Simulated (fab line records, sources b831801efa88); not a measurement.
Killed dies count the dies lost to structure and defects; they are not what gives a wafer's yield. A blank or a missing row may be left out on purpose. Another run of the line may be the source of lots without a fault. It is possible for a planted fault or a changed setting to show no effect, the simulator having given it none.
Which of the tools did it?    flow sky130    Sampling: 24 lots, 72 wafers, 2 of 708 route steps

WHAT THE GAUGES SHOWED, per wafer
SKY_METAL1_CD_MEAS_15: target cd 140 nm. Usual: cd-nm at 140.3 nm, with a standard deviation of 1.2.
lot   measured      on         cd-nm (nm)         flag
L074  day 32 17:15  cd-sem-01  138.8 140.3 140.8  
L075  day 33 00:49  cd-sem-01  140.9 141.2 139.7  
L076  day 33 19:01  cd-sem-01  140.9 140.0 140.2  
L077  day 34 11:19  cd-sem-01  139.0 139.7 139.4  
L078  day 34 17:00  cd-sem-01  141.4 140.3 142.3  
L080  day 35 03:58  cd-sem-02  138.5 140.5 138.2  
L079  day 35 05:07  cd-sem-02  138.4 139.5 139.0  
L081  day 35 06:41  cd-sem-01  140.3 140.2 141.0  
L082  day 35 12:53  cd-sem-01  140.0 140.3 140.3  
L083  day 35 19:59  cd-sem-01  140.7 140.8 141.7  
L085  day 36 12:49  cd-sem-02  141.0 140.4 140.7  
L084  day 36 15:05  cd-sem-01  138.3 139.7 140.0  
L086  day 36 16:40  cd-sem-01  141.0 141.2 141.8  
L087  day 37 00:29  cd-sem-02  139.7 138.2 139.7  
L088  day 37 13:39  cd-sem-02  143.7 143.8 143.6  
L089  day 37 18:02  cd-sem-02  140.8 140.6 142.5  
L090  day 37 23:55  cd-sem-02  139.8 140.9 139.6  
L091  day 38 05:28  cd-sem-02  140.3 140.7 139.6  
L092  day 38 14:53  cd-sem-01  139.6 139.7 139.1  
L093  day 38 17:15  cd-sem-01  140.1 140.1 139.2  
L094  day 38 20:25  cd-sem-01  140.1 137.7 139.4  
L095  day 39 05:26  cd-sem-02  141.0 142.8 141.6  
L096  day 40 04:26  cd-sem-02  140.1 141.1 140.4  
L097  day 40 05:34  cd-sem-01  141.7 139.9 140.8  

SKY_VIA1_THK_MEAS_23: measures by xrf. Usual: VIA1_W_THK 267 nm, standard deviation 3.8.
lot   measured      on             VIA1_W_THK (nm)  flag
L074  day 33 23:46  film-metro-02  263 266 268      
L075  day 34 05:31  film-metro-01  269 268 263      
L076  day 34 23:49  film-metro-01  270 265 266      
L077  day 35 16:44  film-metro-01  266 266 265      
L078  day 35 22:02  film-metro-04  261 258 261      
L080  day 36 09:23  film-metro-02  257 260 255      
L079  day 36 10:25  film-metro-01  265 266 267      
L081  day 36 11:40  film-metro-02  271 267 273      
L082  day 36 18:18  film-metro-02  265 270 265      
L083  day 37 01:04  film-metro-04  264 270 268      
L085  day 37 17:34  film-metro-01  261 263 261      
L084  day 37 20:02  film-metro-04  268 271 269      
L086  day 37 21:30  film-metro-02  270 274 273      
L087  day 38 04:22  film-metro-01  268 265 269      
L088  day 38 17:29  film-metro-02  271 272 271      
L089  day 38 21:16  film-metro-04  267 269 265      
L090  day 39 04:11  film-metro-01  266 267 268      
L091  day 39 09:00  film-metro-02  274 266 269      
L092  day 39 17:22  film-metro-02  274 270 268      
L093  day 39 20:40  film-metro-04  267 272 269      
L094  day 40 00:28  film-metro-04  264 270 263      
L095  day 40 09:05  film-metro-04  267 266 268      
L096  day 41 07:22  film-metro-02  271 270 268      
L097  day 41 08:04  film-metro-04  270 272 270      

EACH LOT AND THE TOOL THAT RAN IT (in order: tool; ch and the chambers of the sampled wafers; start)
There is no process step in the record ahead of these readings.

WHAT THE TOOLS THEMSELVES READ (means of the sampled wafers that have a number; where no wafer has one, the mark that the record gives instead)
The record holds no such reading with a usual standard deviation.

THE ANSWER, worked out from the rows above alone
Rule: a lot is off if the mean of its wafers that have a number lies more than 3 standard deviations from the usual mean. A lot without any number at a reading at which 4 lots or more have one is off too. All remaining lots with rows at the step are treated as sound. First the gauges in route order, then the tools' own readings, where a lot's mean is used as printed above. At the first step where some lot is off, the reading lying furthest off is the one used; lots without a number count as furthest.
No lot is off at any reading shown: from this, nothing can be told.

WHAT THE SIMULATOR HAD PUT IN
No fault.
